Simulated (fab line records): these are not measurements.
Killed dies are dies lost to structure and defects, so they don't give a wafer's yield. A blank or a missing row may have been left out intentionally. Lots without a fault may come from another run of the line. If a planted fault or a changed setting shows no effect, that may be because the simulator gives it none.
Problem report, 8D (eight disciplines) form, completed by code | flow gf180mcu | the parts of the form that need people (team, actions taken, sign-off) are left out

## 1. THE PROBLEM
Mean of developerTempC at GF_SAB_DEVELOP_08: 23.63 C across 6 wafers in 2 lots; on wafers with no fault it is 22.99 C (standard deviation 0.088). That puts it +7.3 standard deviations away from the usual mean.
The step: develop time 60 s.
First seen on wafer L100.1, day 21 02:55, on lithoTrack-04. The record holds 42 wafers of 14 lots with a number at this step. Rule for "out", or "out of limits": more than 4 standard deviations from the usual mean. All remaining wafers that have a number are taken as sound.

## 2. WHAT IT IS, AND WHAT IT ISN'T
question                    | is                     | is not
which readings at this step | developerTempC         | -
which lots                  | L100, L101             | L106, L107, L985, L986, L988, L989, L990, L991, L994, L995, L996, L999
which wafers of those lots  | all that have a number | -
read on which tools         | lithoTrack-04          | lithoTrack-01, lithoTrack-03
when                        | from day 21 02:55      | up to then (30 sound wafers); but 6 sound wafers of L106, L107 came after

## 3. WHAT RULES OUT EACH SUSPECT
Counting: a tool at any process step up to the reading remains a suspect when it ran all the lots that are out and ran no sound lot after the first of those.
- lithoTrack-04 at GF_SAB_DEVELOP_08 (develop time 60 s): kept. It ran every lot that is out, first L100 (day 21 02:55), and no sound lot after that; its last sound lot up to then is L996 (day 19 09:52). Out on those wafers are its own readings of developerTempC.
Remaining after the count: lithoTrack-04 at GF_SAB_DEVELOP_08.

## 4. THE CAUSE (what the simulator had put in)
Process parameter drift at GF_SAB_DEVELOP_08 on lithoTrack-04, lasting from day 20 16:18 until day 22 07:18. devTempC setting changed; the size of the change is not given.
Counting left only this tool.

## 5. SEQUENCE OF EFFECTS, ordered by route
Each row: a reading where the mean over the struck wafers with a number is more than 3 standard deviations away from the usual. Readings are gone through only where the record gives a usual standard deviation; hours: the median, over the lots, of the time from a lot's start at the first step in this table giving one to that lot's start at this step; sigmas: the change measured in usual standard deviations.
hours | step              | reading        | usual   | on struck wafers | change | sigmas
0     | GF_SAB_DEVELOP_08 | developerTempC | 22.99 C | 23.63            | +0.64  | +7.3
The process steps in it:
- GF_SAB_DEVELOP_08: develop time 60 s.
Later steps that measure or inspect, where all struck wafers having a row at the step show a number for every such reading and not one has moved that far: GF_V2_THK_MEAS_03, GF_V2_RS_MEAS_24.

## 6. HOW IT WOULD HAVE BEEN CAUGHT EARLIER
The fault began at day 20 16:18; the first out-of-limits reading in this record came at day 21 02:55, 11 hours later.
